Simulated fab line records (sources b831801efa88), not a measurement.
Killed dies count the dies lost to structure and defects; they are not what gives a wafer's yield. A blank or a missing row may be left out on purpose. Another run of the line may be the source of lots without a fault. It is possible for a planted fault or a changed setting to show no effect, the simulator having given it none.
A struck lot beside a sound one :: flow sky130 :: 24 out of 708 route steps
Sound: these wafers, L397.1, L397.3, L397.4. Struck: wafers L405.2, L405.3, L405.4. The cause comes at the end.
At each step with rows: each side's tool, then ch and its chambers, then its first start. Under that, the readings that differ: sound wafers :: struck wafers :: difference of the means :: sigmas: that difference in standard deviations of wafers without a fault.
alike: readings with means less than 2 such deviations apart, plus words and numbers identical on both sides. not compared: withheld readings, readings lacking a value on some wafer, bounds such as >300 that could conceal the same value, and numbers that have no deviation in the record and whose values overlap.
The two part at a step that has a row with sigmas, a row that says differs or no value, or rows on one side only. When numbers do not overlap yet have no deviation, they are printed without sigmas and do not part them. A reading that every wafer of one side lacks parts them only if that side has two wafers or more.

SKY_METAL1_METAL_ETCH_19: etches the open film in Cl2/BCl3, stops on SiO2, target depth 360 nm, time 78 s.
  sound on rie_metal-02 ch 0,1, day 34 17:46; struck on rie_metal-01 ch 0,1, day 37 04:46
reading: he_backside_leak_sccm (sccm)
sound: 3.2 3.4 3.4
struck: 3.4 6.8 3.4
difference: +1.2
sigmas: +3
  alike: drypump_motor_current_A, oes_product_au, throttle_valve_pct
  not compared: rf_hours_counter_h
SKY_METAL1_STRIP_20: strips in O2/N2.
  sound on plasma_asher-01 ch 0,1, day 34 17:52; struck on plasma_asher-01 ch 0,1, day 37 04:51
  alike: drypump_motor_current_A, oes_product_au, strip_time_to_endpoint_s
  not compared: rf_hours_counter_h
then, 4 steps without rows for these wafers: SKY_METAL1_STRIP_21 (strips in post etch residue remover, time 1200 s); SKY_METAL1_CLEAN_22 (cleans in IPA, time 180 s); SKY_METAL1_CLEAN_23 (cleans in O3/DIW); SKY_VIA1_HDPCVD_00 (deposits SiO2, target thk 1030 nm, time 171.7 s).
SKY_VIA1_THK_MEAS_01:
  sound on film_metro-02 at day 34 18:34; struck on film_metro-01 at day 37 05:34
reading: VIA1_HDPCVD_THK (nm)
sound: 1040 1036 1042
struck: 1027 997 1018
difference: -25
sigmas: -2
SKY_VIA1_CMP_02: polishes SiO2.
  sound on cmp-01 ch 0,2,3, day 34 18:37; struck on cmp-01 ch 0,1,3, day 37 05:37
  alike: motor_current_A
SKY_VIA1_BOW_MEAS_03:
  sound on film_metro-02 at day 34 18:55; struck on film_metro-03 at day 37 05:56
  alike: VIA1_BOW
then, 3 steps without rows for these wafers: SKY_VIA1_DEHYDRATE_04 (time 60 s); SKY_VIA1_HMDS_05 (prime time 60 s); SKY_VIA1_COAT_06 (resist thk 60 nm).
SKY_VIA1_COAT_07: resist thk 450 nm.
  sound on litho_track-02 ch 0, day 35 08:00; struck on litho_track-03 ch 0, day 37 18:00
reading: model.KrF-thick_of_VIA1_COAT_07.thk_nm (nm)
sound: 451.9 450.1 453.2
struck: 474.2 474.2 472.7
difference: +22.0
sigmas: 
then, 4 steps without rows for these wafers: SKY_VIA1_SOFTBAKE_08 (time 90 s); SKY_VIA1_EXPOSE_09 (exposes mask VIM, target cd 150 nm); SKY_VIA1_PEB_10; SKY_VIA1_DEVELOP_11 (develop time 60 s).
SKY_VIA1_CD_MEAS_12: the cd target is 150 nm.
  sound on cd_sem-01 at day 35 21:19; struck on cd_sem-02 at day 38 07:19
reading: cd_nm (nm)
sound: 150.5 152.4 153.3
struck: 148.1 147.6 148.2
difference: -4.1
sigmas: -3
SKY_VIA1_OVL_MEAS_13:
  sound on overlay-01 at day 35 21:26; struck on overlay-01 at day 38 07:26
  alike: VIA1_OVL
SKY_VIA1_ETCH_14: etches BARC in N2/H2, stops on SiO2, time 45.9 s, target depth 60 nm.
  sound on rie_diel-03 ch 0,1,3, day 35 21:28; struck on rie_diel-03 ch 0,1,2, day 38 07:28
  alike: drypump_motor_current_A, oes_product_au, throttle_valve_pct
  not compared: rf_hours_counter_h
SKY_VIA1_ETCH_15: etches SiO2 in C4F8/O2/Ar, stops on TiN, target depth 351 nm, time 54 s.
  sound on rie_diel-03 ch 0,1,3, day 35 21:31; struck on rie_diel-03 ch 0,1,2, day 38 07:30
reading: model.KrF-thick_of_VIA1_COAT_07.thk_nm (nm)
sound: 323.5 325.6 328.8
struck: 349 348.3 343.9
difference: +21
sigmas: 
  alike: oes_product_au
  not compared: rf_hours_counter_h
SKY_VIA1_STRIP_16: strips in O2/N2.
  sound on plasma_asher-01 ch 0,1, day 35 21:34; struck on plasma_asher-01 ch 0,1, day 38 07:33
reading: strip_time_to_endpoint_s (s)
sound: 4.457 4.485 4.519
struck: 4.736 4.736 4.679
difference: +0.230
sigmas: +9
  alike: drypump_motor_current_A, oes_product_au
  not compared: rf_hours_counter_h
then, 1 step without rows for these wafers: SKY_VIA1_STRIP_17 (strips in post etch residue remover, time 1200 s).
-- the record jumps here: 11 days lie between the struck wafers' starts before and after (it left off in module VIA1 and takes up again in module PAD_OPEN, whose first step shown is number 708 of the route) --
SKY_PAD_OPEN_PROBE_99:
  sound on prober-02 at day 47 04:02; struck on prober-02 at day 49 00:29
  alike: defect_limited_yield, killed_at_M0_to_M3, killed_at_M4_up, killed_at_contacts, killed_at_front_end, killed_at_other, killed_dies, killed_open, killed_short, sort_bin_3_pad_short, sort_bin_5_function, sort_bin_6_memory, sort_n_pass, sort_yield_pct

== WHERE THEY PART ==
Last at SKY_VIA1_STRIP_16 as far as this record goes, first at SKY_METAL1_METAL_ETCH_19. Later steps at which nothing parts them and some readings are alike: SKY_PAD_OPEN_PROBE_99.

WHY: whatever the simulator had introduced
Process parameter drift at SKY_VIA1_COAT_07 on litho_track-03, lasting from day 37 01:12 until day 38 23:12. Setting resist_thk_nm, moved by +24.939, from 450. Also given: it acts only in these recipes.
